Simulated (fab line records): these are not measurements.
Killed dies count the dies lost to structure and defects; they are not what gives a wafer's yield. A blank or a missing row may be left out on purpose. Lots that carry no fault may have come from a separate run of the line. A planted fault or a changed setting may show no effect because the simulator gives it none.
fab line records | flow gf180mcu
record: lots: 5 wafers: 15 lastDay: 33
route steps=602 shown PASSIVATION@595
lots with no fault: from the same line, run without faults
startH: hours from the record's first day to the start of the lot's first wafer shown | waitH: hours since the lot's step before | " the same as in the row above | L1.1+2: a single row standing in for several wafers | - value missing, or start not given | * or withheld: withheld | < > ~ a bound
route shown NAME@n: a module of which the file shows steps, and the number in the route of the first | usual: mean and standard deviation over wafers with no fault | same: alike in all rows | chamber/n: place in a boat | sites: the reading at each site | _std_site: the standard deviation of these | _edge_site: the outer-site mean with the inner-site mean subtracted | radiusMm: how far each site lies from the wafer's centre | mask NAME#n: copy n | behind: the last tool/chamber to shape the wafer | hold: why the lot went on hold/how many hours it stayed there/how the hold came to an end | device: whichever transistor did not switch (one of n, p or np) | end of line: at the end of the route, the tests of the same wafers | for a step that has no rows: nothing shown but its recipe | killed: dies that structure and defects cost at the first sort, which is not the same as the wafer's yield | map: shows each die of a wafer: x if killed, . if not, _ if none is there
set.NAME: setting as actually run; set.NAME@STEP: the setting as run at that earlier step | model.NAME: the simulator's own value behind a step, which no gauge read
lots at selected steps of the route; one table per step, one row per wafer
services: the hour from which a tool's chamber was out of use, counted from the record's first day as startH (under 0 if before that day), plus the number of hours and why
== steps ==
step: GF_PASSIVATION_EXPOSE_08
recipe: maskId: Pad targetCdNm: 40000 na: 0.57 doseMj: 310
columns lot.wafer tool chamber startH waitH mask
L082.3+5+6 ilineStepper-02 0 - - Pad#0
L085.4+5+6 ilineStepper-01 0 - - Pad#0
L088.2+4+6 ilineStepper-01 0 - - Pad#0
L089.3+4+5 ilineStepper-01 0 - - Pad#0
L092.2+3+4 ilineStepper-01 0 - - Pad#0
step: GF_PASSIVATION_PEB_09
recipe: tempC: 115 timeS: withheld
usual: heaterPowerTotalW: 69.35/0.12
columns lot.wafer tool chamber startH waitH heaterPowerTotalW
L082.3 lithoTrack-01 0 - - 69.39
L082.5 " 0 " " 69.31
L082.6 " 0 " " 69.44
L085.4 lithoTrack-03 0 - - 69.23
L085.5 " 0 " " 69.46
L085.6 " 0 " " 69.26
L088.2 lithoTrack-02 0 - - 69.17
L088.4 " 0 " " 69.22
L088.6 " 0 " " 69.45
L089.3 lithoTrack-02 0 - - 69.18
L089.4 " 0 " " 69.36
L089.5 " 0 " " 69.47
L092.2 lithoTrack-02 0 - - 69.22
L092.3 " 0 " " 69.28
L092.4 " 0 " " 69.36
step: GF_PASSIVATION_DEVELOP_10
recipe: developTimeS: 60 devTempC: 23
columns lot.wafer tool chamber startH waitH
L082.3+5+6 lithoTrack-01 0 - -
L085.4+5+6 lithoTrack-03 0 - -
L088.2+4+6 lithoTrack-02 0 - -
L089.3+4+5 lithoTrack-02 0 - -
L092.2+3+4 lithoTrack-02 0 - -
step: GF_PASSIVATION_ETCH_11
recipe: chemistry: CF4/O2 targetDepthNm: 2040 stopOn: TiN sourceW: 800 biasW: 150 pressureMtorr: 150 cf4FlowSccm: 80 O2_flow_sccm: 10 timeS: 453.3
usual: drypumpMotorCurrentA: 5.61/0.3 oesProductAu: 0.990/0.0059 throttleValvePct: 5.969/0.0093
columns lot.wafer tool chamber startH waitH drypumpMotorCurrentA oesProductAu rfHoursCounterH throttleValvePct
L082.3 rieDiel-02 3 733.76 - 5.56 0.996 10 5.957
L082.5 " 2 " " 5.42 0.992 - 5.976
L082.6 " 1 " " 5.59 0.993 - 5.962
L085.4 rieDiel-02 0 748.61 - 5.43 0.983 8 5.979
L085.5 " 2 " " 5.39 0.991 - 5.967
L085.6 " 1 " " 5.58 0.991 - 5.965
L088.2 rieDiel-02 0 767.56 - 5.52 0.991 9 5.969
L088.4 " 3 " " 5.53 0.997 12 5.977
L088.6 " 1 " " 5.60 0.996 - 5.970
L089.3 rieDiel-04 0 770.41 - 5.84 0.990 31 5.979
L089.4 " 1 " " 5.71 0.991 16 5.957
L089.5 " 1 " " 5.72 0.991 - 5.978
L092.2 rieDiel-02 3 787.11 - 5.54 0.988 13 5.969
L092.3 " 1 " " 5.59 0.985 12 5.961
L092.4 " 3 " " 5.56 0.997 - 5.978
step: GF_PASSIVATION_STRIP_12
recipe: chemistry: O2/N2 powerW: 1400 pressureMtorr: 1500 platenTempC: 250 o2FlowSccm: 3000 n2FlowSccm: 300 overashFraction: 0.5
usual: drypumpMotorCurrentA: 5.9/0.34 heaterPowerW: 349/27 oesProductAu: 0.719/0.0042 stripTimeToEndpointS: 32.91/0.19
columns lot.wafer tool chamber startH waitH drypumpMotorCurrentA heaterPowerW oesProductAu rfHoursCounterH stripTimeToEndpointS
L082.3 plasmaAsher-02 1 734.06 0.2 5.7 347 0.715 - 32.99
L082.5 " 0 " " 6.4 326 0.723 - 33.08
L082.6 " 1 " " 5.7 350 0.711 - 32.78
L085.4 plasmaAsher-01 1 748.91 0.2 5.7 373 0.721 - 32.99
L085.5 " 0 " " 5.9 327 0.720 - 32.82
L085.6 " 1 " " 5.7 385 0.717 - 32.67
L088.2 plasmaAsher-04 1 767.83 0.1 5.2 362 0.723 36 33.11
L088.4 " 0 " " 6.0 402 0.728 - 32.99
L088.6 " 0 " " 6.0 393 0.720 - 32.87
L089.3 plasmaAsher-01 0 770.71 0.2 6.0 331 0.725 - 32.32
L089.4 " 1 " " 5.7 379 0.721 - 33.07
L089.5 " 0 " " 6.0 329 0.721 - 33.10
L092.2 plasmaAsher-02 1 787.38 0.1 5.7 354 0.711 68 32.83
L092.3 " 1 " " 5.7 345 0.724 - 32.67
L092.4 " 0 " " 6.4 322 0.714 - 32.74
step: GF_PASSIVATION_ANNEAL_13
recipe: tempC: 400 timeS: 1800 ambient: N2/H2 idleTempC: 300 rampUpCPerMin: 10 rampDownCPerMin: 3
usual: spikeTcTopC: 428.2/2.8 zonePowerLowerPct: 4.7/0.64
columns lot.wafer tool chamber startH waitH spikeTcTopC zonePowerLowerPct
L082.3 furnace-01 0 734.13 0.0 432.5 3.9
L082.5 " 0 " " 430.6 4.0
L082.6 " 0 " " 431.2 4.0
L085.4 furnace-02 0 748.98 0.0 425.4 5.2
L085.5 " 0 " " 425.8 5.3
L085.6 " 0 " " 424.6 5.1
L088.2 furnace-01 0 767.93 0.1 430.2 4.0
L088.4 " 0 " " 430.9 3.9
L088.6 " 0 " " 430.8 3.9
L089.3 furnace-02 0 770.78 0.0 425.6 5.4
L089.4 " 0 " " 425.7 5.2
L089.5 " 0 " " 426.9 5.3
L092.2 furnace-01 0 787.48 0.1 431.1 4.0
L092.3 " 0 " " 432.1 4.0
L092.4 " 0 " " 432.7 4.0
step: GF_PASSIVATION_BOW_MEAS_14
recipe: mode: bow
usual: PASSIVATION_BOW: 134/11
columns lot.wafer tool chamber startH waitH PASSIVATION_BOW[um]
L082.3 filmMetro-04 - 735.67 0.0 138
L082.5 " - " " 135
L082.6 " - " " 132
L085.4 filmMetro-02 - 750.54 0.1 124
L085.5 " - " " 130
L085.6 " - " " 137
L088.2 filmMetro-02 - 769.45 0.0 116
L088.4 " - " " 127
L088.6 " - " " 126
L089.3 filmMetro-01 - 772.32 0.0 149
L089.4 " - " " 139
L089.5 " - " " 128
L092.2 filmMetro-04 - 789.00 0.0 118
L092.3 " - " " 120
L092.4 " - " " 139
== services ==
columns tool chamber startH hours kind
rieDiel-04 - 703.96 2.8 pm
rieDiel-02 0 705.38 8.8 repair
ilineStepper-01 - 730.11 1.8 repair
plasmaAsher-01 - 733.75 9.0 pm
plasmaAsher-01 0 733.75 9.0 ventCycle
plasmaAsher-01 1 733.75 9.0 ventCycle
ilineStepper-02 0 738.26 - calibration
plasmaAsher-01 0 742.75 - clean
plasmaAsher-01 1 742.75 - clean
ilineStepper-02 - 746.40 1.7 pm
furnace-01 - 749.94 3.1 pm
plasmaAsher-01 - 754.08 5.6 repair
ilineStepper-02 - 754.92 6.7 repair
rieDiel-02 0 783.42 6.1 repair
== key ==
fault none
